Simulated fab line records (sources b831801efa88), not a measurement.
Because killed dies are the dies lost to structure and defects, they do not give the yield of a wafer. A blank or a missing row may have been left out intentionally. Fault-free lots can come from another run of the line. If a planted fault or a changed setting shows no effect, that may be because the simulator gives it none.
The tool behind it: which one? / flow gf180mcu / route of 602 steps, sampled at 1 step: 12 lots, 36 wafers

WHAT EACH GAUGE READ, for each wafer
GF_M2_THK_MEAS_06: measures by xrf.
lot=L075; measured=day 18 09:29; on=film metro-02; M2_ALCU_THK (nm)=446 451 443
lot=L077; measured=day 19 08:01; on=film metro-03; M2_ALCU_THK (nm)=453 447 453
lot=L079; measured=day 20 03:58; on=film metro-02; M2_ALCU_THK (nm)=449 448 451
lot=L081; measured=day 21 07:52; on=film metro-01; M2_ALCU_THK (nm)=452 454 457
lot=L083; measured=day 21 15:53; on=film metro-02; M2_ALCU_THK (nm)=455 445 451
lot=L085; measured=day 22 12:21; on=film metro-01; M2_ALCU_THK (nm)=439 455 444
lot=L087; measured=day 23 02:44; on=film metro-01; M2_ALCU_THK (nm)=452 458 455
lot=L089; measured=day 23 13:20; on=film metro-03; M2_ALCU_THK (nm)=461 454 456
lot=L091; measured=day 24 10:26; on=film metro-02; M2_ALCU_THK (nm)=461 450 452
lot=L093; measured=day 25 15:34; on=film metro-02; M2_ALCU_THK (nm)=465 458 461
lot=L095; measured=day 25 21:34; on=film metro-03; M2_ALCU_THK (nm)=452 448 440
lot=L097; measured=day 26 07:22; on=film metro-03; M2_ALCU_THK (nm)=445 445 451

EACH LOT AND THE TOOL THAT RAN IT (in order: tool; ch and the chambers of the sampled wafers; start)
There is no process step in the record ahead of these readings.

THE ANSWER, worked out from the rows above alone
Rule: what is usual is taken from the lots themselves. Put in order of their means at a reading, lots are off if they are a third of the lots or fewer, leave a main group of 4 or more, and stand apart from it by a gap of 3 or more times the standard deviation of the main group's means; of several such gaps the widest counts. A main group whose means are all the same, to the digits that the tables above print for the reading, isn't used. Also off: a lot with no number at a reading for which 4 or more lots have one. Where the step has rows for the other lots, those lots are counted as sound.
Nothing can be told from this: no lot is off at any reading shown.

WHAT THE SIMULATOR PUT IN
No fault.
